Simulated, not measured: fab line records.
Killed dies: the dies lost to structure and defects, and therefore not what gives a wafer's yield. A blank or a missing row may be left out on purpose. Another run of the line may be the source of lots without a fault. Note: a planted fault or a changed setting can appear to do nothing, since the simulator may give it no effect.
fab line records	flow sky130
[record] lots = 10	wafers = 30	last-day = 50
route steps=708 shown SONOS_ONO@185 POLY_GATE@205 METAL4@600 PAD_OPEN@708
lots untouched by any fault: they come from a run of this same line in which no faults occurred
start-h: the number of hours between the record's first day and the start of the first shown wafer of the lot	wait-h: hours since the lot's step before	" as in the row above	L1.1+2: several wafers, shown together as one row	- no value present, or no start provided	* or withheld: withheld	< > ~ a bound
route shown NAME@n: a module of which the file shows steps, and the number in the route of the first	usual: mean and standard deviation over wafers with no fault	same: alike in all rows	chamber/n: place in a boat	sites: each site's reading	_std_site: standard deviation of those values	_edge_site: the outer-site mean with the inner-site mean subtracted	radius-mm: for every site, how far away it sits from the centre of the wafer	mask NAME#n: copy n	behind: the last tool/chamber to shape the wafer	hold: what put the lot on hold/how long, in hours/how the hold closed	device: whichever transistor did not switch (one of n, p or np)	end of line: the tests these same wafers got at the end of their route	a step given without rows: its recipe and nothing more	killed: at the first sort, the dies lost to defects and structure; wafer yield is something else	map: a wafer's dies, marking killed ones x, the rest . and places with no die _
set.NAME: the setting the step ran with; set.NAME@STEP: the setting that earlier step ran with	model.NAME: the simulator's own value behind a step, which no gauge read
one table for each step of the route and one row for each wafer, over a sample of lots
services: the hour from which a tool's chamber was out of use, counted from the record's first day as start-h (under 0 if before that day), plus the number of hours and why
[[steps]]
[step SKY_SONOS_ONO_STRIP_17]
[recipe] chemistry = O2/N2	power-w = 1400	pressure-mtorr = 1500	platen-temp-c = withheld	o2-flow-sccm = 3000	n2-flow-sccm = 300	overash-fraction = 0.5
[usual] drypump-motor-current-A = 5.8/0.55	o2-flow-sccm = 3001/8.2	oes-product-au = 0.710/0.0045	strip-time-to-endpoint-s = 14.09/0.039
lot.wafer	tool	chamber	start-h	wait-h	drypump-motor-current-A	o2-flow-sccm	oes-product-au	rf-hours-counter-h	strip-time-to-endpoint-s
L398.1	plasma-asher-03	0	296.47	0.0	6.2	3002	0.706	61	14.12
L398.2	"	1	"	"	5.6	3014	0.712	61	14.10
L398.3	"	0	"	"	6.2	2998	0.701	-	14.11
L399.2	plasma-asher-03	1	316.04	0.0	5.6	3001	0.702	63	14.12
L399.3	"	0	"	"	6.2	2994	0.709	-	14.11
L399.4	"	1	"	"	5.6	3005	0.716	-	14.14
L400.1	plasma-asher-01	0	323.57	0.0	5.7	2993	0.712	66	14.08
L400.4	"	1	"	"	4.9	3007	0.702	-	14.10
L400.6	"	0	"	"	5.8	2992	0.716	-	14.03
L403.1	plasma-asher-03	0	337.63	0.0	6.2	3001	0.714	66	14.11
L403.2	"	1	"	"	5.6	3004	0.704	66	14.09
L403.6	"	0	"	"	6.2	3021	0.711	-	14.09
L404.1	plasma-asher-03	0	338.78	0.0	6.2	2995	0.709	66	14.14
L404.4	"	1	"	"	5.6	2992	0.714	-	14.12
L404.6	"	1	"	"	5.6	3003	0.712	-	14.10
L405.1	plasma-asher-01	1	350.93	0.0	4.9	3008	0.709	69	14.09
L405.4	"	0	"	"	5.8	3001	0.711	-	14.14
L405.6	"	0	"	"	5.8	3004	0.716	-	14.10
L406.1	plasma-asher-02	0	357.48	0.0	6.7	3001	0.704	24	14.03
L406.2	"	1	"	"	5.7	3003	0.712	24	14.07
L406.4	"	0	"	"	6.6	3016	0.709	-	14.04
L407.2	plasma-asher-03	0	366.70	0.0	6.2	3007	0.710	68	14.03
L407.4	"	0	"	"	6.2	2996	0.713	-	14.04
L407.5	"	0	"	"	6.2	2990	0.709	-	13.98
L418.1	plasma-asher-02	0	443.84	0.0	6.7	2996	0.714	33	14.09
L418.2	"	1	"	"	5.7	3006	0.711	33	14.09
L418.5	"	0	"	"	6.7	3005	0.708	-	14.11
L420.4	plasma-asher-03	0	458.52	0.0	6.2	3001	0.714	-	14.04
L420.5	"	0	"	"	6.2	2990	0.707	-	14.04
L420.6	"	1	"	"	5.6	2989	0.709	-	14.05
[step SKY_POLY_GATE_THK_MEAS_01]
[recipe] reads = poly-Si_of_POLY_GATE_CVD_00
[usual] POLY_GATE_CVD_00_THK = 181.1/1.7
lot.wafer	tool	chamber	start-h	wait-h	POLY_GATE_CVD_00_THK[nm]
L398.1	film-metro-01	-	326.14	0.0	180.9
L398.2	"	-	"	"	181.9
L398.3	"	-	"	"	181.7
L399.2	film-metro-03	-	348.81	0.0	184.0
L399.3	"	-	"	"	184.0
L399.4	"	-	"	"	184.4
L400.1	film-metro-02	-	356.99	0.0	181.0
L400.4	"	-	"	"	181.3
L400.6	"	-	"	"	180.8
L403.1	film-metro-01	-	370.69	0.0	180.0
L403.2	"	-	"	"	178.5
L403.6	"	-	"	"	178.2
L404.1	film-metro-03	-	370.69	0.0	179.8
L404.4	"	-	"	"	181.8
L404.6	"	-	"	"	179.2
L405.1	film-metro-01	-	383.25	0.0	177.9
L405.4	"	-	"	"	180.3
L405.6	"	-	"	"	178.4
L406.1	film-metro-02	-	390.49	0.0	180.5
L406.2	"	-	"	"	181.0
L406.4	"	-	"	"	181.8
L407.2	film-metro-03	-	404.93	0.0	180.5
L407.4	"	-	"	"	179.8
L407.5	"	-	"	"	181.6
L418.1	film-metro-02	-	480.64	0.0	181.4
L418.2	"	-	"	"	179.9
L418.5	"	-	"	"	182.0
L420.4	film-metro-02	-	494.93	0.0	184.5
L420.5	"	-	"	"	182.4
L420.6	"	-	"	"	179.9
[step SKY_POLY_GATE_CD_MEAS_13]
[recipe] target-cd-nm = 150
[usual] cd-nm = 150.3/1.3
lot.wafer	tool	chamber	start-h	wait-h	cd-nm
L398.1	cd-sem-02	-	389.26	-	153.7
L398.2	"	-	"	"	151.5
L398.3	"	-	"	"	152.8
L399.2	cd-sem-02	-	408.01	-	148.3
L399.3	"	-	"	"	150.6
L399.4	"	-	"	"	149.7
L400.1	cd-sem-01	-	416.36	-	151.5
L400.4	"	-	"	"	152.1
L400.6	"	-	"	"	151.1
L404.1	cd-sem-02	-	430.16	-	150.9
L404.4	"	-	"	"	149.6
L404.6	"	-	"	"	148.4
L403.1	cd-sem-01	-	430.16	-	151.7
L403.2	"	-	"	"	150.8
L403.6	"	-	"	"	149.9
L405.1	cd-sem-01	-	445.26	-	151.7
L405.4	"	-	"	"	152.7
L405.6	"	-	"	"	152.4
L406.1	cd-sem-02	-	454.71	-	150.2
L406.2	"	-	"	"	149.9
L406.4	"	-	"	"	150.4
L407.2	cd-sem-02	-	467.58	-	150.7
L407.4	"	-	"	"	151.4
L407.5	"	-	"	"	150.5
L418.1	cd-sem-02	-	544.09	-	150.9
L418.2	"	-	"	"	152.1
L418.5	"	-	"	"	150.8
L420.4	cd-sem-02	-	557.30	-	148.9
L420.5	"	-	"	"	149.1
L420.6	"	-	"	"	149.7
[step SKY_METAL4_SPUTTER_02]
[recipe] material = AlCu	target-thk-nm = 735	power-w = 10600	time-s = 39.1	chamber-pressure-pa = 0.4
[usual] throttle-valve-pct = 29.5/1.1
lot.wafer	tool	chamber	start-h	wait-h	throttle-valve-pct
L398.1	pvd-sputter-04	-	943.76	0.0	29.5
L398.2	"	-	"	"	27.4
L398.3	"	-	"	"	28.9
L399.2	pvd-sputter-04	-	964.92	0.0	28.8
L399.3	"	-	"	"	30.2
L399.4	"	-	"	"	29.5
L400.1	pvd-sputter-04	-	967.53	0.0	29.3
L400.4	"	-	"	"	27.4
L400.6	"	-	"	"	29.4
L403.1	pvd-sputter-04	-	974.95	0.0	29.3
L403.2	"	-	"	"	30.4
L403.6	"	-	"	"	27.4
L404.1	pvd-sputter-03	-	978.92	0.0	30.4
L404.4	"	-	"	"	29.9
L404.6	"	-	"	"	30.3
L405.1	pvd-sputter-04	-	987.67	0.0	28.7
L405.4	"	-	"	"	29.4
L405.6	"	-	"	"	27.5
L406.1	pvd-sputter-04	-	997.69	0.0	28.8
L406.2	"	-	"	"	27.9
L406.4	"	-	"	"	30.4
L407.2	pvd-sputter-04	-	1007.53	0.0	30.2
L407.4	"	-	"	"	29.2
L407.5	"	-	"	"	28.9
L418.1	pvd-sputter-03	-	1064.22	0.0	30.4
L418.2	"	-	"	"	31.2
L418.5	"	-	"	"	29.7
L420.4	pvd-sputter-03	-	1070.03	0.0	31.1
L420.5	"	-	"	"	30.3
L420.6	"	-	"	"	29.9
[step SKY_METAL4_METAL_ETCH_18]
[recipe] target-depth-a = 8450	stop-on = SiO2	over-etch-frac = 0.3	time-s = 183.1	chemistry = Cl2/BCl3	resist-sidewall-deg = 88	pressure-mtorr = 10	icp-w = 900	bias-w = 48.5	Cl2_flow_sccm = 60	bcl3-flow-sccm = 30
[usual] drypump-motor-current-A = 5.9/0.5	oes-product-au = 0.864/0.0049	rf-fwd-power-W = 897.4/2.6	throttle-valve-pct = 22.265/0.0097
lot.wafer	tool	chamber	start-h	wait-h	drypump-motor-current-A	oes-product-au	rf-fwd-power-W	rf-hours-counter-h	throttle-valve-pct
L398.1	rie-metal-03	0	992.48	0.0	6.4	0.864	898.6	12	22.262
L398.2	"	1	"	"	5.1	0.865	896.9	19	22.264
L398.3	"	1	"	"	5.1	0.866	897.4	-	22.271
L399.2	rie-metal-04	1	1012.88	0.0	5.4	0.865	899.5	16	22.251
L399.3	"	0	"	"	6.6	0.862	895.0	-	22.277
L399.4	"	1	"	"	5.4	0.866	899.0	-	22.250
L400.1	rie-metal-03	0	1014.73	0.0	6.4	0.863	896.8	13	22.266
L400.4	"	0	"	"	6.5	0.865	896.9	-	22.273
L400.6	"	0	"	"	6.4	0.854	901.3	-	22.275
L403.1	rie-metal-03	0	1021.72	0.0	6.4	0.862	894.4	13	22.265
L403.2	"	1	"	"	5.1	0.867	895.1	21	22.255
L403.6	"	0	"	"	6.4	0.858	897.9	-	22.270
L404.1	rie-metal-01	1	1024.71	0.0	6.2	0.866	897.4	17	22.243
L404.4	"	1	"	"	6.2	0.859	896.8	-	22.268
L404.6	"	0	"	"	5.9	0.859	894.6	-	22.276
L405.1	rie-metal-03	1	1033.76	0.0	5.1	0.858	897.0	22	22.264
L405.4	"	0	"	"	6.4	0.856	900.8	-	22.265
L405.6	"	1	"	"	5.1	0.860	896.5	-	22.266
L406.1	rie-metal-03	0	1045.13	0.0	6.4	0.860	898.7	15	22.271
L406.2	"	1	"	"	5.2	0.856	896.8	22	22.260
L406.4	"	0	"	"	6.4	0.861	898.7	-	22.261
L407.2	rie-metal-01	0	1053.13	0.0	5.9	0.862	901.4	12	22.261
L407.4	"	0	"	"	5.9	0.983	892.8	-	22.259
L407.5	"	1	"	"	6.1	0.867	900.4	-	22.272
L418.1	rie-metal-01	0	1108.13	0.0	5.9	0.869	899.7	18	22.259
L418.2	"	1	"	"	6.1	0.869	898.5	24	22.277
L418.5	"	1	"	"	6.1	0.861	895.7	-	22.279
L420.4	rie-metal-01	0	1113.13	0.1	5.9	0.865	895.5	-	22.267
L420.5	"	1	"	"	6.2	0.860	893.7	-	22.251
L420.6	"	0	"	"	6.0	0.863	899.8	-	22.265
[step SKY_PAD_OPEN_PROBE_99]
[usual] defect-limited-yield = 82.3/1.9	killed_at_M0_to_M3 = 44/6.5	killed_at_M4_up = 3.3/1.9	killed-at-contacts = 24/5.3	killed-at-front-end = 15/4.5	killed-at-other = 0.3/0.58	killed-dies = 87/9.3	killed-on-rim = 17/4.2	killed-open = 48/6.6	killed-short = 39/6.1	sort_bin_3_pad_short = 0.9/0.46	sort_bin_5_function = 10.5/1.6	sort_bin_6_memory = 6.3/1.1	sort-n-pass = 405/9.3	sort-yield-pct = 82.3/1.9
[same] gross-dies = 492	killed-at-back-side = 0	sort_bin_4_leakage[%] = 0	sort_bin_8_speed[%] = 0
lot.wafer	tool	chamber	start-h	wait-h	hold	defect-limited-yield[%]	killed_at_M0_to_M3	killed_at_M4_up	killed-at-contacts	killed-at-front-end	killed-at-other	killed-dies	killed-on-rim	killed-open	killed-short	sort_bin_3_pad_short[%]	sort_bin_5_function[%]	sort_bin_6_memory[%]	sort-n-pass	sort-yield-pct[%]
L398.1	prober-02	-	1085.97	0.1	-	81.3	40	2	32	18	0	92	13	51	41	0.4	12.8	5.5	400	81.3
L398.2	prober-02	-	1086.02	0.1	-	78.7	52	2	30	21	0	105	21	52	53	1.6	12.8	6.9	387	78.7
L398.3	prober-02	-	1086.07	0.2	-	82.7	47	4	22	11	1	85	12	53	32	1.0	10.2	6.1	407	82.7
L399.2	prober-01	-	1104.78	0.1	-	83.5	37	4	23	17	0	81	15	45	36	1.2	10.2	5.1	411	83.5
L399.3	prober-01	-	1104.83	0.2	-	84.3	37	2	27	11	0	77	16	49	28	0.2	9.8	5.7	415	84.3
L399.4	prober-01	-	1104.88	0.2	-	82.9	50	2	16	15	1	84	19	46	38	1.2	8.9	6.9	408	82.9
L400.1	prober-01	-	1106.73	0.1	-	82.5	46	6	22	12	0	86	20	48	38	0.2	11.4	5.9	406	82.5
L400.4	prober-01	-	1106.88	0.2	-	84.1	39	4	17	17	1	78	18	51	27	0	8.5	7.3	414	84.1
L400.6	prober-01	-	1106.98	0.2	-	84.1	39	5	15	19	0	78	19	39	39	1.0	10.4	4.5	414	84.1
L403.1	prober-02	-	1114.48	0.1	-	81.5	56	1	21	13	0	91	18	56	35	0.4	10.6	7.5	401	81.5
L403.2	prober-02	-	1114.53	0.1	-	79.5	46	3	34	18	0	101	17	58	43	0.8	13.6	6.1	391	79.5
L403.6	prober-02	-	1114.73	0.2	-	83.7	44	0	23	13	0	80	12	42	38	1.2	7.7	7.3	412	83.7
L404.1	prober-01	-	1115.79	0.1	-	82.7	40	3	24	18	0	85	17	46	39	0.2	10.6	6.5	407	82.7
L404.4	prober-01	-	1115.94	0.2	-	82.5	50	2	26	7	1	86	15	56	30	0.2	10.4	6.9	406	82.5
L404.6	prober-01	-	1116.04	0.2	-	82.3	40	5	29	13	0	87	21	47	40	1.0	8.3	8.3	405	82.3
L405.1	prober-01	-	1125.63	0.1	-	82.5	47	1	15	23	0	86	13	43	43	0.4	10.0	7.1	406	82.5
L405.4	prober-01	-	1125.78	0.2	-	80.5	52	3	22	17	2	96	19	51	45	0.4	12.6	6.5	396	80.5
L405.6	prober-01	-	1125.88	0.2	-	83.1	44	2	20	17	0	83	14	42	41	1.0	10.6	5.3	409	83.1
L406.1	prober-02	-	1133.83	0.1	-	82.9	45	3	15	21	0	84	17	45	39	1.4	10.2	5.5	408	82.9
L406.2	prober-02	-	1133.88	0.1	-	85.0	35	0	22	17	0	74	17	42	32	0.8	9.6	4.7	418	85.0
L406.4	prober-02	-	1133.98	0.2	-	81.7	45	3	22	20	0	90	20	53	37	1.2	12.4	4.7	402	81.7
L407.2	prober-01	-	1140.73	0.1	await-dispo/10.6h/release	81.7	37	3	19	31	0	90	21	44	46	1.4	9.6	7.3	402	81.7
L407.4	prober-01	-	1140.83	0.2	await-dispo/10.6h/release	0	51	406	23	11	1	492	96	49	37	0.8	94.1	5.1	0	0
L407.5	prober-01	-	1140.88	0.2	await-dispo/10.6h/release	80.7	48	4	20	23	0	95	21	45	50	2.0	11.4	5.9	397	80.7
L418.1	prober-01	-	1187.30	0.1	-	84.1	46	2	18	11	1	78	16	46	32	0.8	10.8	4.3	414	84.1
L418.2	prober-01	-	1187.35	0.1	-	84.6	40	4	24	7	1	76	9	40	36	1.6	9.3	4.5	416	84.6
L418.5	prober-01	-	1187.50	0.2	-	81.5	42	1	26	21	1	91	20	44	47	1.2	11.6	5.7	401	81.5
L420.4	prober-02	-	1190.44	0.2	-	85.4	34	2	23	13	0	72	18	38	34	0.8	8.9	4.9	420	85.4
L420.5	prober-02	-	1190.49	0.2	-	82.7	38	3	22	22	0	85	12	42	43	0.4	11.2	5.7	407	82.7
L420.6	prober-02	-	1190.54	0.2	-	82.9	44	5	18	17	0	84	21	48	36	0.6	10.8	5.7	408	82.9
// killed by level:class
L398.1 CONTACT:geometric-particle:open=15 FIELD_ISO:geometric-particle:short=9 LOCAL_INTERCONNECT:geometric-particle:short=7 VIA2:geometric-particle:open=7 VIA1:geometric-particle:open=7 LI_CONTACT:geometric-particle:open=6 VIA3:geometric-particle:open=6 FIELD_ISO:geometric-particle:open=5
L398.2 VIA1:geometric-particle:open=12 METAL1:geometric-particle:short=10 POLY_GATE:geometric-particle:open=7 LI_CONTACT:geometric-particle:open=7 CONTACT:geometric-particle:open=7 CONTACT:geometric-particle:short=6 VIA2:geometric-particle:open=6 VIA3:geometric-particle:open=6
L398.3 VIA1:geometric-particle:open=11 VIA3:geometric-particle:open=10 LI_CONTACT:geometric-particle:open=8 CONTACT:geometric-particle:open=8 METAL2:geometric-particle:short=7 VIA2:geometric-particle:open=5 METAL1:geometric-particle:short=4 SPACER:geometric-particle:open=3
L399.2 VIA3:geometric-particle:open=9 CONTACT:geometric-particle:open=7 POLY_GATE:geometric-particle:short=6 LI_CONTACT:geometric-particle:open=6 VIA2:geometric-particle:short=5 LI_CONTACT:geometric-particle:short=5 VIA1:geometric-particle:open=5 VIA2:geometric-particle:open=5
L399.3 CONTACT:geometric-particle:open=15 VIA1:geometric-particle:open=10 LI_CONTACT:geometric-particle:open=7 VIA2:geometric-particle:open=6 VIA3:geometric-particle:open=4 METAL2:geometric-particle:short=4 FIELD_ISO:geometric-particle:short=3 CONTACT:geometric-particle:short=3
L399.4 VIA1:geometric-particle:open=13 VIA3:geometric-particle:open=9 LI_CONTACT:geometric-particle:open=7 METAL1:geometric-particle:short=7 FIELD_ISO:geometric-particle:short=5 CONTACT:geometric-particle:open=5 METAL2:geometric-particle:short=5 VIA1:geometric-particle:short=4
L400.1 CONTACT:geometric-particle:open=10 VIA1:geometric-particle:open=10 VIA2:geometric-particle:open=9 LI_CONTACT:geometric-particle:open=6 VIA3:geometric-particle:short=6 METAL1:geometric-particle:short=5 VIA2:geometric-particle:short=5 VIA1:geometric-particle:short=4
L400.4 VIA1:geometric-particle:open=15 CONTACT:geometric-particle:open=8 LI_CONTACT:geometric-particle:open=6 VIA2:geometric-particle:short=6 POLY_GATE:geometric-particle:open=5 VIA3:geometric-particle:open=5 POLY_GATE:geometric-particle:short=4 FIELD_ISO:geometric-particle:short=3
L400.6 CONTACT:geometric-particle:open=7 VIA1:geometric-particle:open=7 FIELD_ISO:geometric-particle:short=6 VIA3:geometric-particle:open=6 METAL3:geometric-particle:short=5 METAL4:geometric-particle:short=5 LI_CONTACT:geometric-particle:short=4 FIELD_ISO:geometric-particle:open=3
L403.1 VIA1:geometric-particle:open=18 CONTACT:geometric-particle:open=10 VIA1:geometric-particle:short=8 VIA2:geometric-particle:open=8 FIELD_ISO:geometric-particle:open=5 CONTACT:geometric-particle:short=4 METAL1:geometric-particle:short=4 VIA2:geometric-particle:short=4
L403.2 CONTACT:geometric-particle:open=14 VIA1:geometric-particle:open=14 LI_CONTACT:geometric-particle:open=9 VIA2:geometric-particle:open=7 METAL1:geometric-particle:short=5 VIA1:geometric-particle:short=5 METAL2:geometric-particle:short=5 FIELD_ISO:geometric-particle:short=4
L403.6 VIA1:geometric-particle:open=10 CONTACT:geometric-particle:open=9 METAL1:geometric-particle:short=7 VIA1:geometric-particle:short=7 LI_CONTACT:geometric-particle:open=5 VIA2:geometric-particle:open=5 POLY_GATE:geometric-particle:open=4 VIA2:geometric-particle:short=4
L404.1 VIA1:geometric-particle:open=9 VIA3:geometric-particle:open=8 CONTACT:geometric-particle:open=8 VIA2:geometric-particle:open=7 METAL1:geometric-particle:short=5 FIELD_ISO:geometric-particle:open=4 LI_CONTACT:geometric-particle:open=4 METAL2:geometric-particle:short=4
L404.4 VIA1:geometric-particle:open=16 VIA3:geometric-particle:open=9 LI_CONTACT:geometric-particle:open=7 CONTACT:geometric-particle:open=7 VIA2:geometric-particle:open=7 LI_CONTACT:geometric-particle:short=5 CONTACT:geometric-particle:short=4 VIA1:geometric-particle:short=4
L404.6 CONTACT:geometric-particle:short=10 VIA2:geometric-particle:open=10 VIA1:geometric-particle:open=8 LI_CONTACT:geometric-particle:open=6 CONTACT:geometric-particle:open=5 LOCAL_INTERCONNECT:geometric-particle:short=5 VIA2:geometric-particle:short=4 POLY_GATE:geometric-particle:open=3
L405.1 VIA1:geometric-particle:open=10 POLY_GATE:geometric-particle:short=6 METAL2:geometric-particle:short=6 METAL3:geometric-particle:short=6 FIELD_ISO:geometric-particle:open=5 POLY_GATE:geometric-particle:open=5 CONTACT:geometric-particle:open=5 VIA2:geometric-particle:open=5
L405.4 VIA2:geometric-particle:open=9 LOCAL_INTERCONNECT:geometric-particle:short=7 CONTACT:geometric-particle:open=7 METAL1:geometric-particle:short=7 METAL2:geometric-particle:short=7 VIA1:geometric-particle:open=6 VIA2:geometric-particle:short=6 FIELD_ISO:geometric-particle:open=5
L405.6 VIA1:geometric-particle:open=14 POLY_GATE:geometric-particle:short=8 CONTACT:geometric-particle:open=8 METAL2:geometric-particle:short=8 FIELD_ISO:geometric-particle:short=5 LI_CONTACT:geometric-particle:open=4 LOCAL_INTERCONNECT:geometric-particle:short=4 METAL1:geometric-particle:open=4
L406.1 VIA1:geometric-particle:open=12 VIA2:geometric-particle:open=9 FIELD_ISO:geometric-particle:short=8 METAL2:geometric-particle:short=7 CONTACT:geometric-particle:short=6 CONTACT:geometric-particle:open=6 POLY_GATE:geometric-particle:short=4 VIA1:geometric-particle:short=4
L406.2 POLY_GATE:geometric-particle:open=8 CONTACT:geometric-particle:open=8 VIA2:geometric-particle:open=8 LI_CONTACT:geometric-particle:open=7 METAL1:geometric-particle:short=6 POLY_GATE:geometric-particle:short=5 VIA1:geometric-particle:open=4 METAL2:geometric-particle:short=4
L406.4 VIA1:geometric-particle:open=16 POLY_GATE:geometric-particle:open=6 LI_CONTACT:geometric-particle:open=6 VIA2:geometric-particle:open=6 FIELD_ISO:geometric-particle:short=5 POLY_GATE:geometric-particle:short=5 CONTACT:geometric-particle:open=5 METAL2:geometric-particle:short=5
L407.2 CONTACT:geometric-particle:open=9 FIELD_ISO:geometric-particle:open=8 FIELD_ISO:geometric-particle:short=8 VIA1:geometric-particle:open=8 LOCAL_INTERCONNECT:geometric-particle:short=6 SPACER:geometric-particle:short=5 METAL1:geometric-particle:short=5 VIA2:geometric-particle:open=5
L407.4 METAL4:area-etch=406 CONTACT:geometric-particle:open=11 VIA1:geometric-particle:open=11 METAL2:geometric-particle:short=10 VIA3:geometric-particle:open=8 FIELD_ISO:geometric-particle:open=4 VIA2:geometric-particle:short=4 LI_CONTACT:geometric-particle:open=4
L407.5 VIA2:geometric-particle:open=9 CONTACT:geometric-particle:open=9 METAL1:geometric-particle:short=8 METAL2:geometric-particle:short=8 FIELD_ISO:geometric-particle:short=6 VIA1:geometric-particle:open=6 POLY_GATE:geometric-particle:open=5 VIA1:geometric-particle:short=5
L418.1 LI_CONTACT:geometric-particle:open=7 VIA1:geometric-particle:open=7 VIA2:geometric-particle:open=7 CONTACT:geometric-particle:open=6 METAL2:geometric-particle:short=6 VIA3:geometric-particle:open=6 VIA1:geometric-particle:short=5 METAL1:geometric-particle:short=4
L418.2 CONTACT:geometric-particle:open=10 VIA1:geometric-particle:open=10 METAL2:geometric-particle:short=6 VIA3:geometric-particle:open=5 METAL1:geometric-particle:short=5 LOCAL_INTERCONNECT:geometric-particle:short=4 METAL4:geometric-particle:short=4 LI_CONTACT:geometric-particle:open=3
L418.5 VIA1:geometric-particle:open=9 LI_CONTACT:geometric-particle:open=8 CONTACT:geometric-particle:open=8 METAL1:geometric-particle:short=7 METAL2:geometric-particle:short=6 FIELD_ISO:geometric-particle:short=5 CONTACT:geometric-particle:short=5 VIA3:geometric-particle:short=5
L420.4 CONTACT:geometric-particle:open=9 METAL1:geometric-particle:short=8 VIA1:geometric-particle:open=8 VIA2:geometric-particle:open=7 FIELD_ISO:geometric-particle:short=4 LOCAL_INTERCONNECT:geometric-particle:short=4 CONTACT:geometric-particle:short=4 VIA3:geometric-particle:open=4
L420.5 FIELD_ISO:geometric-particle:open=7 VIA1:geometric-particle:open=7 CONTACT:geometric-particle:open=6 FIELD_ISO:geometric-particle:short=5 VIA3:geometric-particle:open=5 VIA2:geometric-particle:short=5 LI_CONTACT:geometric-particle:open=4 LOCAL_INTERCONNECT:geometric-particle:short=4
L420.6 VIA3:geometric-particle:open=10 VIA1:geometric-particle:open=9 CONTACT:geometric-particle:open=6 FIELD_ISO:geometric-particle:open=5 LOCAL_INTERCONNECT:geometric-particle:short=5 METAL1:geometric-particle:short=5 METAL2:geometric-particle:short=5 POLY_GATE:geometric-particle:short=4
[[services]]
tool	chamber	start-h	hours	kind
rie-metal-03	-	369.86	1.0	repair
plasma-asher-03	-	430.74	1.3	repair
pvd-sputter-04	-	473.28	8.3	repair
pvd-sputter-04	-	497.78	3.1	repair
rie-metal-03	-	538.85	0.4	repair
plasma-asher-03	-	547.99	54.4	pm
pvd-sputter-04	-	564.03	8.2	repair
plasma-asher-03	-	679.06	3.1	repair
plasma-asher-03	-	726.85	3.9	repair
plasma-asher-03	-	733.75	9.0	pm
plasma-asher-03	-	738.77	3.7	repair
pvd-sputter-04	-	796.82	4.7	repair
plasma-asher-03	-	808.35	2.8	pm
rie-metal-03	1	825.46	7.6	repair
plasma-asher-03	-	860.22	2.6	repair
pvd-sputter-04	-	862.62	14.0	repair
rie-metal-03	-	891.95	1.4	pm
plasma-asher-03	-	945.31	1.2	repair
pvd-sputter-04	-	945.60	2.3	repair
rie-metal-03	-	974.54	2.8	pm
pvd-sputter-04	-	1015.79	2.3	repair
plasma-asher-03	-	1019.86	2.2	repair
rie-metal-03	-	1059.09	14.6	pm
rie-metal-03	-	1088.16	6.5	repair
[[key]]
[first-sign] step = SKY_METAL4_METAL_ETCH_18	reading = oes-product-au	direction = up	sigmas = 24	usual = 0.864	struck = 0.983
[effect] step = SKY_PAD_OPEN_PROBE_99	reading = killed_at_M4_up	direction = up	sigmas = 99+	usual = 3.3	struck = 406
[more-kills-born-at] SKY_METAL4_METAL_ETCH_18@rie-metal-01 = 406
met-at SKY_METAL4_SPUTTER_02
struck-lots L407
struck-wafers L407.4
later-rows-left-out L407.4
not-acting-at SKY_SONOS_ONO_STRIP_17,SKY_POLY_GATE_THK_MEAS_01,SKY_POLY_GATE_CD_MEAS_13
onset-between 997.69 1007.53
[fault] kind = process-parameter-drift	tool = pvd-sputter-04	chamber = -	onset-h = 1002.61	steps = SKY_METAL4_SPUTTER_02	channel = target-thk-nm	offset = 534.61	shape = step	end-h = 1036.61	scope = struck-wafers-only	acts-in = these-recipes-only	stated = 735
// later-rows-left-out: the simulator's readings of these wafers behind a module that went badly wrong aren't trusted and aren't shown, but for the sort
